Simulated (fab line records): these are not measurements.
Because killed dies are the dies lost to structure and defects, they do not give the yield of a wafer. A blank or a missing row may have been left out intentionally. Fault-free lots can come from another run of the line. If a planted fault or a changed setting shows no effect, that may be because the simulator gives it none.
Matching of chambers | flow gf180mcu | GF_M5_ETCH_09 on rieDiel-02: 4 sister chambers
The step etches Si3N4 in CF4/O2, target depth 52 nm, time 11.6 s. 8 wafers are shown with their chamber, then 9 later ones without.

== EACH WAFER AND ITS CHAMBER ==
wafer  | chamber | drypumpMotorCurrentA (A) | oesProductAu (a.u.)
L079.5 | 3       | 5.4                      | 0.998
L082.5 | 1       | 5.9                      | 1.008
L087.3 | 2       | 4.8                      | 1.008
L088.3 | 3       | 5.4                      | 0.994
L088.6 | 0       | 5.0                      | 1.012
L092.3 | 0       | 5.1                      | 1.006
L092.5 | 2       | 4.8                      | 0.998
L092.6 | 1       | 5.9                      | 1.010

== WAFERS MISSING THEIR CHAMBER ==
wafer  | drypumpMotorCurrentA (A) | oesProductAu (a.u.)
L093.2 | 5.1                      | 1.008
L093.3 | 5.4                      | 0.991
L093.4 | 4.8                      | 1.001
L096.1 | 5.1                      | 1.014
L096.2 | 5.4                      | 1.002
L096.3 | 5.9                      | 1.014
L097.1 | 5.4                      | 1.001
L097.5 | 5.0                      | 1.011
L097.6 | 5.9                      | 1.006

== THE CHAMBER EACH PASSED THROUGH ==
wafer  | from the rows above | in truth
L093.2 | 0                   | 0
L093.3 | 3                   | 3
L093.4 | 2                   | 2
L096.1 | 0                   | 0
L096.2 | 3                   | 3
L096.3 | 1                   | 1
L097.1 | 3                   | 3
L097.5 | 0                   | 0
L097.6 | 1                   | 1
Placed correctly: 9 of 9. Not placeable from these rows: 0. Wrongly placed: 0.
How it was worked out, from the rows above alone: a wafer's distance from a chamber is the root of the sum, over the readings, of the square of ((its reading less the chamber's mean) divided by the reading's scatter). The wafer belongs to the nearest chamber; if the next one is less than 2 further off, it can't be placed. The mean given for a chamber averages the wafers shown for that chamber. How the scatter is found: for the shown wafers, subtract from each reading the mean of its chamber, square and add these, divide the total by (wafers less chambers), then take the root.
